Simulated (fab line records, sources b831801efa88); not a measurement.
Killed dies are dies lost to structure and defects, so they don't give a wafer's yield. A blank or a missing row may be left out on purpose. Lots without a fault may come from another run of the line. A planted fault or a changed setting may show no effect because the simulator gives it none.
fab line records | flow gf180mcu | part 2 of 2: steps 32 to 41 of 41
record lots=5 wafers=15 last_day=32
route steps=602 shown M5@538 V5@540 TOP_METAL@567
lots that met no fault: from a run of the same line without faults
start_h: hours from the record's first day to the start of the lot's first wafer shown | wait_h: hours since the lot's step before | " the same as in the row above | L1.1+2: a row that stands for several wafers | - no value, or no start given | * or withheld: withheld | < > ~ a bound
route shown NAME@n: a module of which the file shows steps, and the number in the route of the first | usual: mean/standard deviation of fault-free wafers | same: alike in all rows | chamber/n: place in a boat | sites: the reading at each site | _std_site: their standard deviation | _edge_site: outer sites' mean less inner sites' | radius_mm: how far each site lies from the wafer's centre | mask NAME#n: copy n | behind: the tool/chamber that last shaped the wafer | hold: why the lot was held/for how many hours/how that ended | device: the transistor (n, p or np) that didn't switch | end of line: the same wafers' tests at the end of the route | a step without rows: its recipe alone | killed: dies lost to structure and defects at the first sort, not the wafer's yield | map: a wafer's dies, x killed, . not, _ none there
set.NAME: the setting as run; set.NAME@STEP: as run at that earlier step | model.NAME: the simulator's own value behind a step, which no gauge read
lots at some steps of the route; a table a step, a row a wafer
services: from which hour (start_h, from the record's first day; less than 0 if before it) a tool's chamber was out of use, for how many hours, and why
## steps
# step GF_TOP_METAL_SPUTTER_02
# recipe material=AlCu target_thk_nm=900 power_w=10600 chamber_pressure_pa=0.3 substrate_temp_c=250 gas=Ar time_s=47.82
# usual throttle_valve_pct=30.5/0.93
# columns lot.wafer tool chamber start_h wait_h throttle_valve_pct
L076.3 pvd_sputter-02 - 649.08 0.0 29.8
L076.5 " - " " 29.9
L076.6 " - " " 29.1
L082.1 pvd_sputter-01 - 682.93 0.0 30.9
L082.2 " - " " 31.4
L082.4 " - " " 28.7
L083.1 pvd_sputter-02 - 696.66 0.0 31.9
L083.2 " - " " 30.0
L083.6 " - " " 29.3
L086.3 pvd_sputter-01 - 720.33 0.0 30.9
L086.5 " - " " 30.8
L086.6 " - " " 28.8
L089.2 pvd_sputter-03 - 737.57 0.0 31.7
L089.3 " - " " 31.2
L089.6 " - " " 32.1
# step GF_TOP_METAL_SPUTTER_03
# recipe material=Ti target_thk_nm=5 substrate_temp_c=300 chamber_pressure_pa=0.3 power_w=3000 time_s=3.3
# usual throttle_valve_pct=30.5/0.92
# columns lot.wafer tool chamber start_h wait_h throttle_valve_pct
L076.3 pvd_sputter-02 - 649.12 0.0 30.0
L076.5 " - " " 30.2
L076.6 " - " " 29.0
L082.1 pvd_sputter-01 - 682.97 0.0 30.6
L082.2 " - " " 31.2
L082.4 " - " " 28.6
L083.1 pvd_sputter-02 - 696.70 0.0 32.1
L083.2 " - " " 30.2
L083.6 " - " " 29.1
L086.3 pvd_sputter-01 - 720.37 0.0 30.8
L086.5 " - " " 30.9
L086.6 " - " " 28.9
L089.2 pvd_sputter-03 - 737.61 0.0 31.7
L089.3 " - " " 30.7
L089.6 " - " " 31.8
# step GF_TOP_METAL_SPUTTER_04
# recipe material=TiN target_thk_nm=25 power_w=6500 time_s=20.8 chamber_pressure_pa=0.4
# usual throttle_valve_pct=30.5/0.91
# columns lot.wafer tool chamber start_h wait_h throttle_valve_pct
L076.3 pvd_sputter-02 - 649.14 0.0 30.1
L076.5 " - " " 29.8
L076.6 " - " " 29.2
L082.1 pvd_sputter-01 - 682.99 0.0 30.7
L082.2 " - " " 31.3
L082.4 " - " " 28.8
L083.1 pvd_sputter-02 - 696.72 0.0 32.0
L083.2 " - " " 30.2
L083.6 " - " " 29.1
L086.3 pvd_sputter-01 - 720.39 0.0 31.1
L086.5 " - " " 31.0
L086.6 " - " " 28.8
L089.2 pvd_sputter-03 - 737.63 0.0 31.8
L089.3 " - " " 30.6
L089.6 " - " " 31.9
# step GF_TOP_METAL_RS_MEAS_05
# recipe thk_meas_gauge=four-point-probe reads=TiN_of_TOP_METAL_SPUTTER_04+Ti_of_TOP_METAL_SPUTTER_03+AlCu_of_TOP_METAL_SPUTTER_02+TiN_of_TOP_METAL_SPUTTER_01+Ti_of_TOP_METAL_SPUTTER_00
# usual TOP_METAL_ALCU_RS=0.0327/0.00042
# columns lot.wafer tool chamber start_h wait_h TOP_METAL_ALCU_RS[ohm/sq]
L076.3 film_metro-03 - 649.21 0.1 0.0318
L076.5 " - " " 0.0323
L076.6 " - " " 0.0324
L082.1 film_metro-01 - 683.02 0.0 0.0323
L082.2 " - " " 0.0324
L082.4 " - " " 0.0327
L083.1 film_metro-02 - 696.75 0.0 0.0329
L083.2 " - " " 0.0324
L083.6 " - " " 0.0329
L086.3 film_metro-03 - 720.46 0.1 0.0325
L086.5 " - " " 0.0327
L086.6 " - " " 0.0331
L089.2 film_metro-02 - 737.68 0.0 0.0328
L089.3 " - " " 0.0328
L089.6 " - " " 0.0327
# step GF_TOP_METAL_THK_MEAS_06
# recipe thk_meas_gauge=xrf reads=AlCu_of_TOP_METAL_SPUTTER_02
# usual TOP_METAL_ALCU_THK=908/14
# columns lot.wafer tool chamber start_h wait_h TOP_METAL_ALCU_THK[nm]
L076.3 film_metro-03 - 649.31 0.1 919
L076.5 " - " " 905
L076.6 " - " " 907
L082.1 film_metro-01 - 683.14 0.1 925
L082.2 " - " " 924
L082.4 " - " " 906
L083.1 film_metro-02 - 696.87 0.1 907
L083.2 " - " " 920
L083.6 " - " " 901
L086.3 film_metro-03 - 720.56 0.1 904
L086.5 " - " " 898
L086.6 " - " " 885
L089.2 film_metro-02 - 737.79 0.1 915
L089.3 " - " " 905
L089.6 " - " " 912
# step GF_TOP_METAL_DEHYDRATE_07
# recipe temp_c=200 time_s=60
# columns lot.wafer tool chamber start_h wait_h
L076.3+5+6 litho_track-02 0 658.77 9.5
L082.1+2+4 litho_track-02 0 691.52 8.4
L083.1+2+6 litho_track-02 0 705.77 8.9
L086.3+5+6 litho_track-02 0 728.37 7.8
L089.2+3+6 litho_track-03 0 744.60 6.8
# step GF_TOP_METAL_HMDS_08
# recipe prime_time_s=60 prime_temp_c=120
# columns lot.wafer tool chamber start_h wait_h
L076.3+5+6 litho_track-02 0 658.92 0.1
L082.1+2+4 litho_track-02 0 691.67 0.1
L083.1+2+6 litho_track-02 0 705.92 0.1
L086.3+5+6 litho_track-02 0 728.52 0.1
L089.2+3+6 litho_track-03 0 744.75 0.1
# step GF_TOP_METAL_COAT_09
# recipe resist=NOVOLAK spin_rpm=3000 resist_thk_nm=1500
# usual spin_speed_rpm=3000.5/2
# columns lot.wafer tool chamber start_h wait_h spin_speed_rpm
L076.3 litho_track-02 0 659.07 0.1 3000.1
L076.5 " 0 " " 2997.4
L076.6 " 0 " " 2998.8
L082.1 litho_track-02 0 691.82 0.1 3002.5
L082.2 " 0 " " 3000.4
L082.4 " 0 " " 3002.2
L083.1 litho_track-02 0 706.07 0.1 3001.6
L083.2 " 0 " " 2997.9
L083.6 " 0 " " 3000.9
L086.3 litho_track-02 0 728.67 0.1 3001.8
L086.5 " 0 " " 2999.6
L086.6 " 0 " " 3003.0
L089.2 litho_track-03 0 744.90 0.1 3002.4
L089.3 " 0 " " 2997.8
L089.6 " 0 " " 3000.5
# step GF_TOP_METAL_SOFTBAKE_10
# recipe temp_c=90 time_s=60 resist=NOVOLAK
# columns lot.wafer tool chamber start_h wait_h
L076.3+5+6 litho_track-02 0 659.22 0.1
L082.1+2+4 litho_track-02 0 691.97 0.1
L083.1+2+6 litho_track-02 0 706.22 0.1
L086.3+5+6 litho_track-02 0 728.82 0.1
L089.2+3+6 litho_track-03 0 745.05 0.1
# step GF_TOP_METAL_EXPOSE_11
# recipe mask_id=MetalTop target_cd_nm=440 na=0.6 source_shape=conventional sigma_outer=0.6 dose_mj=170
# usual focus_offset_nm=0.1/0.52 stage_vel_mm_s=499.95/0.25
# same sigma_outer=0.6
# columns lot.wafer tool chamber start_h wait_h mask focus_offset_nm stage_vel_mm_s
L076.3 iline_stepper-01 0 - - MetalTop#0 0.6 500.11
L076.5 " 0 " " MetalTop#0 0.1 499.99
L076.6 " 0 " " MetalTop#0 0.2 500.00
L082.1 iline_stepper-01 0 - - MetalTop#0 -1.1 499.83
L082.2 " 0 " " MetalTop#0 -0.6 499.56
L082.4 " 0 " " MetalTop#0 -0.3 500.14
L083.1 iline_stepper-01 0 - - MetalTop#0 -0.4 500.26
L083.2 " 0 " " MetalTop#0 -0.1 500.09
L083.6 " 0 " " MetalTop#0 -0.3 500.40
L086.3 iline_stepper-02 0 - - MetalTop#0 -0.2 500.07
L086.5 " 0 " " MetalTop#0 -0.2 500.01
L086.6 " 0 " " MetalTop#0 -0.2 499.62
L089.2 iline_stepper-02 0 - - MetalTop#0 0.3 499.72
L089.3 " 0 " " MetalTop#0 -0.5 500.10
L089.6 " 0 " " MetalTop#0 -0.1 499.48
## services
# columns tool chamber start_h hours kind
pvd_sputter-02 - 619.77 9.3 repair
hdpcvd-01 1 621.83 8.0 repair
krf_scanner-02 - 623.38 4.4 pm
wet_bench-02 - 624.08 2.1 repair
plasma_asher-04 - 625.74 4.3 pm
krf_scanner-02 - 630.44 0.8 pm
cmp-02 - 634.85 2.8 pm
cmp-02 - 641.54 0.6 repair
krf_scanner-01 - 647.29 4.0 repair
hdpcvd-01 2 654.70 3.7 repair
krf_scanner-02 - 667.89 1.0 pm
wet_bench-04 - 669.20 2.2 repair
cmp-02 - 680.67 0.6 repair
krf_scanner-01 - 683.73 1.3 pm
iline_stepper-02 - 695.95 7.6 repair
rie_diel-01 0 700.04 1.3 repair
iline_stepper-02 - 703.51 8.9 pm
wet_bench-03 - 705.35 1.9 pm
iline_stepper-01 - 708.58 6.2 repair
iline_stepper-01 - 720.69 9.8 repair
krf_scanner-02 - 721.56 1.3 pm
pvd_sputter-02 - 727.68 5.8 repair
cmp-02 - 729.84 4.0 pm
iline_stepper-01 - 743.05 4.7 repair
